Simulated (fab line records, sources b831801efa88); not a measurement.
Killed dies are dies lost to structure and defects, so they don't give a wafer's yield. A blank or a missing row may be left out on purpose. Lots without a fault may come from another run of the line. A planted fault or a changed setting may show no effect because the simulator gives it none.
Problem report in the 8D (eight disciplines) form, filled by code | flow gf180mcu | the parts of the form that need people (team, actions taken, sign-off) are left out

1. THE PROBLEM
NSD_RS at GF_PSD_RS_MEAS_14 reads a mean of 47.35 ohm/sq on 6 wafers of 2 lots; wafers without a fault read 45.73 ohm/sq with a standard deviation of 0.067. That is +24 standard deviations from the usual mean.
The step: measures by four-point-probe.
First seen on wafer L787.1, day 19 18:43, on film_metro-02. The record holds 39 wafers of 13 lots with a number at this step. Rule for "out", or "out of limits": more than 4 standard deviations from the usual mean. The other wafers with a number count as sound.

2. WHAT IT IS AND WHAT IT IS NOT
question                    | is                           | is not
which readings at this step | NSD_RS                       | -
which lots                  | L787, L789                   | L773, L774, L775, L776, L780, L781, L782, L783, L792, L793, L795
which wafers of those lots  | all that have a number       | -
read on which gauges        | film_metro-01, film_metro-02 | film_metro-04
when                        | from day 19 18:43            | up to then (24 sound wafers); but 9 sound wafers of L792, L793, L795 came after

3. SUSPECTS, AND WHAT RULES EACH OUT
Counting: a tool at a process step up to the reading stays a suspect if it ran every lot that is out and no sound lot after the first of them.
- the gauge at GF_PSD_RS_MEAS_14: ruled out. The wafers that are out were read on 2 gauges (film_metro-01, film_metro-02).
- rtp_anneal-01 at GF_PSD_RTA_13 (time 20 s): kept. It ran every lot that is out, first L787 (day 19 18:38), and no sound lot after that; its last sound lot up to then is L776 (day 16 04:41). Its own readings are out on those wafers: wafer_temp_C_max.
Left after counting: rtp_anneal-01 at GF_PSD_RTA_13.

4. THE CAUSE (what the simulator had put in)
Process parameter drift: rtp_anneal-01, from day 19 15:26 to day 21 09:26, at GF_PSD_RTA_13. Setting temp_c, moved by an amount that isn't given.
Counting left only this tool.

5. THE CHAIN OF EFFECTS, in route order
Each row: a reading whose mean over the struck wafers that have a number lies more than 3 standard deviations from the usual. Only readings for which the record gives a usual standard deviation are gone through. hours: the time from each lot's start at the first step in this table that gives one to its start at this step, as a median over the lots. sigmas: the change in usual standard deviations.
hours | step              | reading          | usual         | on struck wafers | change | sigmas
0     | GF_PSD_RTA_13     | wafer_temp_C_max | 1030.4        | 1016.5           | -13.9  | -8.7
0     | GF_PSD_RS_MEAS_14 | NSD_RS           | 45.73 ohm/sq  | 47.35            | +1.62  | +24
0     | GF_PSD_RS_MEAS_15 | PSD_RS           | 108.69 ohm/sq | 117.01           | +8.32  | +32
The process steps in it:
- GF_PSD_RTA_13: time 20 s.
Later measuring or inspecting steps at which every struck wafer that the step has a row for has a number for every such reading, and none has moved that far: GF_SAB_OVL_MEAS_10.

6. WHAT WOULD HAVE CAUGHT IT SOONER
In this record the first reading out of limits at a measuring or inspecting step was taken at day 19 18:43, 3 hours after the fault began at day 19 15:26.
The tool's own readings at GF_PSD_RTA_13 were out on every struck wafer that the step has a row for (wafer_temp_C_max): an alarm limit on them would have fired on the first of those.
Of the lots that are out (2), L789 began GF_PSD_RTA_13 on rtp_anneal-01 after day 19 18:43. A hold on the tool at that time would have spared it.
